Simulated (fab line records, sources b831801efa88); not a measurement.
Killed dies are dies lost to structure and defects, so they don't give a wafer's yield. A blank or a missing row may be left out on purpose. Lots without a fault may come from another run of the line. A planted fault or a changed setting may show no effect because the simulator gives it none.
Which tool did it? | flow sky130 | 15 lots, 45 wafers sampled, at 6 steps of a route of 708

WHAT THE GAUGES READ, wafer by wafer
SKY_METAL4_OVL_MEAS_14.
lot  | measured     | on         | METAL4_OVL (nm)
L628 | day 41 17:29 | overlay-02 | 1 2 -2
L630 | day 42 08:19 | overlay-02 | 7 -1 5
L632 | day 43 00:23 | overlay-01 | 3 0 -5
L633 | day 43 08:29 | overlay-02 | 5 14 7
L638 | day 45 13:20 | overlay-01 | -1 -8 -11
L639 | day 45 17:02 | overlay-01 | 1 5 -1
L641 | day 45 17:23 | overlay-01 | 3 8 4
L643 | day 46 02:21 | overlay-01 | -3 -3 2
L646 | day 46 15:47 | overlay-01 | 0 1 0
L645 | day 46 19:23 | overlay-01 | -10 -10 -10
L647 | day 46 22:53 | overlay-02 | -4 0 0
L648 | day 47 02:11 | overlay-02 | -7 -3 -9
L649 | day 47 08:52 | overlay-01 | 0 8 2
L650 | day 47 17:14 | overlay-01 | 8 8 9
L651 | day 48 07:32 | overlay-01 | -2 -4 -4

SKY_VIA4_THK_MEAS_01.
lot  | measured     | on            | VIA4_HDPCVD_THK (nm)
L628 | day 41 18:46 | film_metro-02 | 1756 1751 1785
L630 | day 42 09:28 | film_metro-04 | 1716 1709 1722
L632 | day 43 01:46 | film_metro-04 | 1766 1792 1794
L633 | day 43 09:42 | film_metro-03 | 1765 1737 1739
L638 | day 45 14:28 | film_metro-03 | 1740 1756 1751
L639 | day 45 18:20 | film_metro-02 | 1738 1765 1742
L641 | day 45 18:31 | film_metro-02 | 1740 1734 1750
L643 | day 46 03:40 | film_metro-03 | 1746 1757 1754
L646 | day 46 17:09 | film_metro-02 | 1761 1767 1751
L645 | day 46 20:49 | film_metro-03 | 1743 1778 1751
L647 | day 47 00:02 | film_metro-02 | 1775 1750 1780
L648 | day 47 03:19 | film_metro-03 | 1786 1758 1749
L649 | day 47 10:01 | film_metro-03 | 1744 1739 1772
L650 | day 47 18:33 | film_metro-04 | 1758 1757 1750
L651 | day 48 08:46 | film_metro-03 | 1745 1730 1747

SKY_VIA4_BOW_MEAS_03.
lot  | measured     | on            | VIA4_BOW (um)
L628 | day 41 19:08 | film_metro-02 | 82 90 83
L630 | day 42 09:51 | film_metro-04 | 79 73 83
L632 | day 43 02:11 | film_metro-02 | 82 79 83
L633 | day 43 10:04 | film_metro-02 | 67 59 58
L638 | day 45 14:49 | film_metro-04 | 76 64 76
L639 | day 45 18:42 | film_metro-03 | 77 74 83
L641 | day 45 18:52 | film_metro-04 | 86 77 84
L643 | day 46 04:04 | film_metro-03 | 77 86 95
L646 | day 46 17:41 | film_metro-04 | 68 80 71
L645 | day 46 21:10 | film_metro-03 | 98 94 82
L647 | day 47 00:24 | film_metro-03 | 72 74 74
L648 | day 47 03:41 | film_metro-02 | 68 76 78
L649 | day 47 10:23 | film_metro-02 | 81 76 80
L650 | day 47 18:55 | film_metro-02 | 92 78 92
L651 | day 48 09:08 | film_metro-03 | 77 76 81

SKY_VIA4_RS_MEAS_19: measures by four-point-probe.
lot  | measured     | on            | VIA4_W_RS (ohm/sq)
L628 | day 42 19:25 | film_metro-03 | 0.229 0.226 0.225
L630 | day 43 10:16 | film_metro-03 | 0.233 0.233 0.231
L632 | day 44 02:22 | film_metro-04 | 0.224 0.230 0.223
L633 | day 44 10:11 | film_metro-02 | 0.223 0.226 0.224
L638 | day 46 12:35 | film_metro-02 | 0.220 0.223 0.222
L639 | day 46 16:53 | film_metro-02 | 0.227 0.227 0.221
L641 | day 46 17:10 | film_metro-04 | 0.228 0.227 0.229
L643 | day 47 01:31 | film_metro-02 | 0.227 0.225 0.229
L646 | day 47 14:27 | film_metro-03 | 57.479 57.630 58.193
L645 | day 47 18:47 | film_metro-04 | 58.006 57.790 57.536
L647 | day 47 21:03 | film_metro-04 | 57.902 58.264 57.680
L648 | day 48 00:01 | film_metro-03 | 0.226 0.231 0.225
L649 | day 48 06:26 | film_metro-02 | 0.228 0.224 0.229
L650 | day 48 14:23 | film_metro-02 | 0.230 0.230 0.229
L651 | day 49 04:28 | film_metro-03 | 0.226 0.227 0.226

SKY_VIA4_THK_MEAS_20: measures by xrf.
lot  | measured     | on            | VIA4_W_THK (nm)
L628 | day 42 19:31 | film_metro-03 | 502 510 513
L630 | day 43 10:22 | film_metro-03 | 490 491 497
L632 | day 44 02:29 | film_metro-04 | 508 497 507
L633 | day 44 10:18 | film_metro-02 | 508 500 506
L638 | day 46 12:42 | film_metro-02 | 510 502 505
L639 | day 46 17:00 | film_metro-02 | 496 500 509
L641 | day 46 17:17 | film_metro-04 | 494 496 493
L643 | day 47 01:36 | film_metro-02 | 501 508 492
L646 | day 47 14:34 | film_metro-03 | <0 <0 <0
L645 | day 47 18:54 | film_metro-04 | <0 - <0
L647 | day 47 21:10 | film_metro-04 | <0 - -
L648 | day 48 00:08 | film_metro-03 | 508 496 507
L649 | day 48 06:32 | film_metro-02 | 501 512 498
L650 | day 48 14:29 | film_metro-02 | 495 495 499
L651 | day 49 04:35 | film_metro-03 | 504 503 503

WHICH TOOL RAN EACH LOT (tool, then ch and the chambers of the sampled wafers, then the start)
lot  | SKY_VIA4_CVD_18
L628 | cvd_w-02 ch 1, day 42 19:14
L630 | cvd_w-02 ch 0,1, day 43 10:07
L632 | cvd_w-01 ch 0,1, day 44 02:13
L633 | cvd_w-01 ch 0,1, day 44 10:02
L638 | cvd_w-01 ch 0,1, day 46 12:26
L639 | cvd_w-01 ch 0,1, day 46 16:44
L641 | cvd_w-01 ch 0,1, day 46 16:59
L643 | cvd_w-01 ch 0,1, day 47 01:21
L646 | cvd_w-01 ch 1, day 47 14:17
L645 | cvd_w-02 ch 1, day 47 18:29
L647 | cvd_w-02 ch 1, day 47 20:45
L648 | cvd_w-01 ch 0,1, day 47 23:50
L649 | cvd_w-01 ch 0,1, day 48 06:17
L650 | cvd_w-01 ch 1, day 48 14:13
L651 | cvd_w-01 ch 0,1, day 49 04:19
- SKY_VIA4_CVD_18: deposits W, target thk 505 nm, time 152.14 s.

WHAT THE TOOLS THEMSELVES READ (means of the sampled wafers that have a number; where no wafer has one, the mark that the record gives instead)
SKY_VIA4_CVD_18.
lot  | tool     | chamber_pressure_Torr (Torr) | heater_power_outer_w (W) | heater_power_w (W) | susceptor_temp_C (C)
L628 | cvd_w-02 | 39.94                        | 572                      | 961                | 400.04
L630 | cvd_w-02 | 39.98                        | 586                      | 995                | 399.77
L632 | cvd_w-01 | 40.05                        | 560                      | 900                | 399.87
L633 | cvd_w-01 | 40.00                        | 561                      | 903                | 400.19
L638 | cvd_w-01 | 39.98                        | 584                      | 944                | 400.04
L639 | cvd_w-01 | 39.96                        | 588                      | 933                | 399.94
L641 | cvd_w-01 | 40.06                        | 580                      | 931                | 400.08
L643 | cvd_w-01 | 40.00                        | 588                      | 951                | 399.76
L646 | cvd_w-01 | -                            | -                        | -                  | -
L645 | cvd_w-02 | -                            | -                        | -                  | -
L647 | cvd_w-02 | -                            | -                        | -                  | -
L648 | cvd_w-01 | 39.96                        | 557                      | 917                | 400.09
L649 | cvd_w-01 | 39.99                        | 583                      | 931                | 400.18
L650 | cvd_w-01 | 40.01                        | 619                      | 978                | 399.94
L651 | cvd_w-01 | 39.89                        | 588                      | 943                | 400.02

THE ANSWER, worked out from the rows above alone
Rule: what is usual is taken from the lots themselves. Put in order of their means at a reading, lots are off if they are a third of the lots or fewer, leave a main group of 4 or more, and stand apart from it by a gap of 3 or more times the standard deviation of the main group's means; of several such gaps the widest counts. A main group whose means are all the same, to the digits that the tables above print for the reading, isn't used. A lot without any number at a reading at which 4 lots or more have one is off too. The other lots that the step has rows for count as sound. The gauges are gone through in route order, then the tools' own readings, and for those a lot's mean is taken as printed above. The first step at which some lot is off is used, and at that step the reading that is off furthest; a lot without a number counts as furthest.
Off: L646, L645, L647, at SKY_VIA4_RS_MEAS_19 (VIA4_W_RS). The main group: mean 0.227 ohm/sq, standard deviation 0.0025.
A tool fits if, at a process step before that reading, it ran every lot that is off, and no sound lot after the first of them. The gauges at SKY_VIA4_RS_MEAS_19 aren't tried: what is off there is off at SKY_VIA4_CVD_18 too, on other tools, and a gauge's error can't cause that. None of those tried fits.

WHAT THE SIMULATOR HAD PUT IN
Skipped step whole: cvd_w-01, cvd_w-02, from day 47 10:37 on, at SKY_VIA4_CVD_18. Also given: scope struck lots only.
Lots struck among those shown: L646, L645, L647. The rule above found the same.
